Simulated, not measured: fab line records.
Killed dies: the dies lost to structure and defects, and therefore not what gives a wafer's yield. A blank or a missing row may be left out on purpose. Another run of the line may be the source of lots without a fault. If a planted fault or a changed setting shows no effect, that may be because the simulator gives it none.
Which tool is to blame? | flow gf180mcu | 11 lots with 33 wafers sampled at 3 steps, on a route of 602 steps

## WHAT EACH GAUGE READ, for each wafer
GF_PSD_TW_MEAS_11.
lot  | measured     | on            | PSD_TW
L318 | day 14 05:40 | film metro-03 | 3196 3197 3183
L320 | day 14 20:14 | film metro-03 | 3179 3192 3207
L321 | day 15 01:17 | film metro-02 | 3190 3181 3183
L322 | day 15 14:02 | film metro-03 | 3193 3193 3201
L324 | day 16 07:40 | film metro-02 | 3208 3202 3212
L331 | day 18 23:20 | film metro-01 | 3210 3226 3190
L332 | day 19 06:13 | film metro-02 | 3377 3389 3414
L333 | day 19 13:22 | film metro-02 | 3399 3390 3392
L335 | day 20 07:19 | film metro-02 | 3185 3202 3207
L340 | day 21 19:04 | film metro-02 | 3197 3214 3197
L341 | day 22 06:43 | film metro-03 | 3189 3196 3202

## TOOL THAT RAN EACH LOT (tool first, then ch and the chambers of the sampled wafers, then the start)
lot  | GF_PSD_IMPLANT_09               | GF_PSD_STRIP_10
L318 | implanter-02 ch 0, day 14 05:25 | plasma asher-01 ch 0,1, day 14 05:34
L320 | implanter-04 ch 0, day 14 20:00 | plasma asher-03 ch 0,1, day 14 20:08
L321 | implanter-02 ch 0, day 15 01:02 | plasma asher-03 ch 0,1, day 15 01:11
L322 | implanter-02 ch 0, day 15 13:48 | plasma asher-01 ch 0,1, day 15 13:56
L324 | implanter-04 ch 0, day 16 07:26 | plasma asher-03 ch 0,1, day 16 07:34
L331 | implanter-02 ch 0, day 18 23:05 | plasma asher-01 ch 0,1, day 18 23:14
L332 | implanter-04 ch 0, day 19 06:00 | plasma asher-02 ch 0,1, day 19 06:07
L333 | implanter-04 ch 0, day 19 13:08 | plasma asher-02 ch 0,1, day 19 13:16
L335 | implanter-02 ch 0, day 20 07:04 | plasma asher-02 ch 0,1, day 20 07:11
L340 | implanter-02 ch 0, day 21 18:49 | plasma asher-03 ch 0,1, day 21 18:58
L341 | implanter-04 ch 0, day 22 06:29 | plasma asher-03 ch 0,1, day 22 06:37
- GF_PSD_IMPLANT_09
- GF_PSD_STRIP_10: strips in O2/N2.

## THE ANSWER, worked out from the rows above alone
Rule: what is usual is taken from the lots themselves. The widest of any qualifying gaps counts: lots, ordered by their means at a reading, are off when they make up no more than a third of the lots, leave a main group of 4 or more, and stand apart from it by 3 or more times the standard deviation of that group's means. If all means in a main group match to the digits the tables above print for the reading, that group is not used. Also off: a lot with no number at a reading for which 4 or more lots have one. Where the step has rows for the other lots, those lots are counted as sound.
Off: L332, L333, seen at GF_PSD_TW_MEAS_11 (PSD_TW). For the main group the mean is 3197 and the standard deviation 7.3.
A tool fits if, at a process step before that reading, it ran every lot that is off, and no sound lot after the first of them. Those tools and the gauges at GF_PSD_TW_MEAS_11 are tried in the same way. None of those tried fits.

## WHAT THE SIMULATOR PUT IN
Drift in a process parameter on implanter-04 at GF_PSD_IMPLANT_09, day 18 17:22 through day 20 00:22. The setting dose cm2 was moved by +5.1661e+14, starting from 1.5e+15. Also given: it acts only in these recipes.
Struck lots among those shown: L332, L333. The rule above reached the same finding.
